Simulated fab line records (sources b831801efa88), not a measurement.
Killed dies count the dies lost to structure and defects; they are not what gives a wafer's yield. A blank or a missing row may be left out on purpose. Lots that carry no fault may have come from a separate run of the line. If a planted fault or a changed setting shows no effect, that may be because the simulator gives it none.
A struck lot beside a sound one || flow sky130 || 21 out of 708 route steps
Sound: wafers L154.4, L154.5, L154.6. Struck: wafer L163.3 (left out: L163.2, a lot-mate that was not struck); the cause follows at the end.
For every step that has rows: the tool of each side, followed by ch and its chambers, followed by its first start. Under that, the readings that differ: sound wafers || struck wafers || difference of the means || sigmas: that difference in standard deviations of wafers without a fault.
alike: readings with means less than 2 such deviations apart, plus words and numbers identical on both sides. not compared: withheld readings, readings lacking a value on some wafer, bounds such as >300 that could conceal the same value, and numbers that have no deviation in the record and whose values overlap.
Wherever a step has rows on one side only, a row that says differs or no value, or a row with sigmas, the two part there. Non-overlapping numbers with no deviation appear without sigmas and do not part them. A reading missing from all wafers of one side parts the sides only when that side holds two or more wafers.

first, 2 steps without rows for these wafers: SKY_PWDE_PEB_05; SKY_PWDE_DEVELOP_06 (develop time 60 s).
SKY_PWDE_OVL_MEAS_07:
  sound on overlay-01, day 5 02:17; struck on overlay-01, day 7 07:16
  alike: PWDE_OVL
then, 1 step without rows for these wafers: SKY_PWDE_IMPLANT_08.
SKY_PWDE_STRIP_09: strips in O2/N2.
  sound on plasma-asher-04 ch 0,1, day 5 02:29; struck on plasma-asher-02 ch 0, day 7 07:26
  alike: drypump-motor-current-A, o2-flow-sccm, oes-product-au, strip-time-to-endpoint-s
  not compared: rf-hours-counter-h
SKY_PWDE_TW_MEAS_10:
  sound on film-metro-04, day 5 02:34; struck on film-metro-02, day 7 07:33
{"reading": "PWDE_TW", "sound": "371 370 373", "struck": 379, "difference": "+8", "sigmas": "+2"}
then, 6 steps without rows for these wafers: SKY_NWELL_DEHYDRATE_03 (time 60 s); SKY_NWELL_HMDS_04 (prime time 60 s); SKY_NWELL_COAT_05 (resist thk 3000 nm); SKY_NWELL_SOFTBAKE_06; SKY_NWELL_EXPOSE_07 (exposes mask NWM, target cd 840 nm); SKY_NWELL_PEB_08.
SKY_NWELL_DEVELOP_09: develop time 60 s.
  sound on litho-track-03 ch 0, day 5 21:00; struck on litho-track-03 ch 0, day 8 04:00
SKY_NWELL_OVL_MEAS_10:
  sound on overlay-01, day 5 21:13; struck on overlay-01, day 8 04:24
  not compared: NWELL_00_OVL
then, 3 steps without rows for these wafers: SKY_NWELL_IMPLANT_11; SKY_NWELL_IMPLANT_12; SKY_NWELL_IMPLANT_13.
SKY_NWELL_STRIP_14: strips in O2/N2.
  sound on plasma-asher-01 ch 0,1, day 5 21:43; struck on plasma-asher-01 ch 0, day 8 04:53
{"reading": "o2-flow-sccm (sccm)", "sound": "2998 2989 2991", "struck": 3009, "difference": "+16", "sigmas": "+2"}
  alike: drypump-motor-current-A, oes-product-au, strip-time-to-endpoint-s
  not compared: rf-hours-counter-h
SKY_NWELL_TW_MEAS_15:
  sound on film-metro-02, day 5 21:49; struck on film-metro-02, day 8 04:59
{"reading": "NWELL_TW", "sound": "1846 1843 1836", "struck": 134, "difference": -1708, "sigmas": -81}
then, 1 step without rows for these wafers: SKY_NWELL_DEHYDRATE_16 (time 60 s).
-- the record jumps here: 42 days lie between the struck wafers' starts before and after (it left off in module NWELL and takes up again in module PAD_OPEN, whose first step shown is number 708 of the route) --
SKY_PAD_OPEN_PROBE_99:
  sound on prober-01, day 48 01:02; struck on prober-02, day 50 03:47
{"reading": "killed-at-front-end", "sound": "25 18 20", "struck": 418, "difference": "+397", "sigmas": "+88"}
{"reading": "killed-dies", "sound": "104 92 98", "struck": 492, "difference": "+394", "sigmas": "+44"}
{"reading": "killed-on-rim", "sound": "19 22 21", "struck": 96, "difference": "+75", "sigmas": "+21"}
  alike: killed_at_M0_to_M3, killed_at_M4_up, killed-at-contacts, killed-at-other, killed-open, killed-short

WHERE THEY PART
Earliest at SKY_PWDE_TW_MEAS_10; latest, in this record, at SKY_PAD_OPEN_PROBE_99.

WHY: what had been put in by the simulator
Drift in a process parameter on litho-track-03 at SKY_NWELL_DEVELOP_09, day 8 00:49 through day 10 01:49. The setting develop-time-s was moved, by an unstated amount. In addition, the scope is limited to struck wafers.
